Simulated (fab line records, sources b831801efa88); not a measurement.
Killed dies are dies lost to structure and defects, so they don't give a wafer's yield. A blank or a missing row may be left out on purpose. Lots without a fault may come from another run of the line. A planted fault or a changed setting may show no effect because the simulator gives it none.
A struck lot beside a sound one | flow sky130 | 36 steps out of a route of 708
Sound: wafers L640.2, L640.3, L640.5. Struck: wafers L636.2, L636.4, L636.6. The cause comes at the end.
At each step with rows: each side's tool, then ch and its chambers, then its first start. Under that, the readings that differ: sound wafers | struck wafers | difference of the means | sigmas: that difference in standard deviations of wafers without a fault.
alike: readings whose means differ by less than 2 such deviations, and words and numbers that are the same on both sides. not compared: withheld readings, readings that some wafer has no value for, bounds like >300 that may hide the same value, and numbers for which the record gives no deviation and whose values overlap.
The two part at a step that has a row with sigmas, a row that says differs or no value, or rows on one side only. Numbers that don't overlap but have no deviation are shown without sigmas and don't part them. A reading that every wafer of one side lacks parts them only if that side has two wafers or more.

first, 10 steps without rows for these wafers: SKY_DNWELL_DEVELOP_06 (develop time 60 s); SKY_DNWELL_IMPLANT_07; SKY_DNWELL_STRIP_08 (strips in O2/N2); SKY_PWDE_DEHYDRATE_00 (time 60 s); SKY_PWDE_HMDS_01 (prime time 60 s); SKY_PWDE_COAT_02 (resist thk 3000 nm); SKY_PWDE_SOFTBAKE_03; SKY_PWDE_EXPOSE_04 (exposes mask PWDEM, target cd 840 nm); SKY_PWDE_PEB_05; SKY_PWDE_DEVELOP_06 (develop time 60 s).
SKY_PWDE_IMPLANT_08:
  sound on implanter-01 ch 0, day 8 01:18; struck on implanter-03 ch 0, day 6 18:49
  reading                   | sound                | struck               | difference | sigmas
  beam_energy_keV           | 149.94 149.97 149.97 | 182.46 182.52 182.48 | +32.53     | +99 or more
  model.implant.rp_nm (nm)  | 435.9 435.9 435.9    | 518.7 518.7 518.7    | +82.8      |
  model.implant.drp_nm (nm) | 97.97 97.97 97.97    | 105 105 105          | +7         |
  alike: beam_on_s
then, 23 steps without rows for these wafers: SKY_PWDE_STRIP_09 (strips in O2/N2); SKY_NWELL_DEHYDRATE_03 (time 60 s); SKY_NWELL_HMDS_04 (prime time 60 s); SKY_NWELL_COAT_05 (resist thk 3000 nm); SKY_NWELL_SOFTBAKE_06; SKY_NWELL_EXPOSE_07 (exposes mask NWM, target cd 840 nm); SKY_NWELL_PEB_08; SKY_NWELL_DEVELOP_09 (develop time 60 s); SKY_NWELL_IMPLANT_11; SKY_NWELL_IMPLANT_12; SKY_NWELL_IMPLANT_13; SKY_NWELL_STRIP_14 (strips in O2/N2); SKY_NWELL_DEHYDRATE_16 (time 60 s); SKY_NWELL_HMDS_17 (prime time 60 s); SKY_NWELL_COAT_18 (resist thk 3000 nm); SKY_NWELL_SOFTBAKE_19; SKY_NWELL_EXPOSE_20 (exposes mask NWM COMPLEMENT, target cd 840 nm); SKY_NWELL_PEB_21; SKY_NWELL_DEVELOP_22 (develop time 60 s); SKY_NWELL_IMPLANT_24; SKY_NWELL_STRIP_25 (strips in O2/N2); SKY_NWELL_CLEAN_27 (cleans in SC1/SC2, time 150 s); SKY_NWELL_RTA_28 (time 30 s).
SKY_NWELL_RS_MEAS_31: measures by four-point-probe.
  sound on film_metro-04, day 9 20:19; struck on film_metro-03, day 8 12:29
  reading          | sound          | struck         | difference | sigmas
  PWDE_RS (ohm/sq) | 5282 5289 5278 | 5211 5209 5224 | -68        | -5
-- the record jumps here: 40 days lie between the struck wafers' starts before and after (it left off in module NWELL and takes up again in module PAD_OPEN, whose first step shown is number 708 of the route) --
SKY_PAD_OPEN_PROBE_99:
  sound on prober-01, day 50 01:13; struck on prober-01, day 48 17:53
  reading                                 | sound                        | struck         | difference | sigmas
  model.etest.res_p_drift_20v.line_ohm_um | 1.123e+04 1.14e+04 1.115e+04 | 8708 8697 8738 | -2546      |
  model.etest.res_p_drift_20v.rs_ohm_sq   | 9682 9704 9411               | 7299 7173 7209 | -2372      |
  alike: killed_at_M0_to_M3, killed_at_M4_up, killed_at_contacts, killed_at_front_end, killed_at_other, killed_dies, killed_open, killed_short
  not compared: model.etest.res_pwde_under_gate.rs_ohm_sq

WHERE THEY PART
First at SKY_PWDE_IMPLANT_08; last, within this record, at SKY_NWELL_RS_MEAS_31. Later steps at which nothing parts them and some readings are alike: SKY_PAD_OPEN_PROBE_99.

WHY: what the simulator had put in
Process parameter drift: implanter-03, from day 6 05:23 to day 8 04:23, at SKY_PWDE_IMPLANT_08. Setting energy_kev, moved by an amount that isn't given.
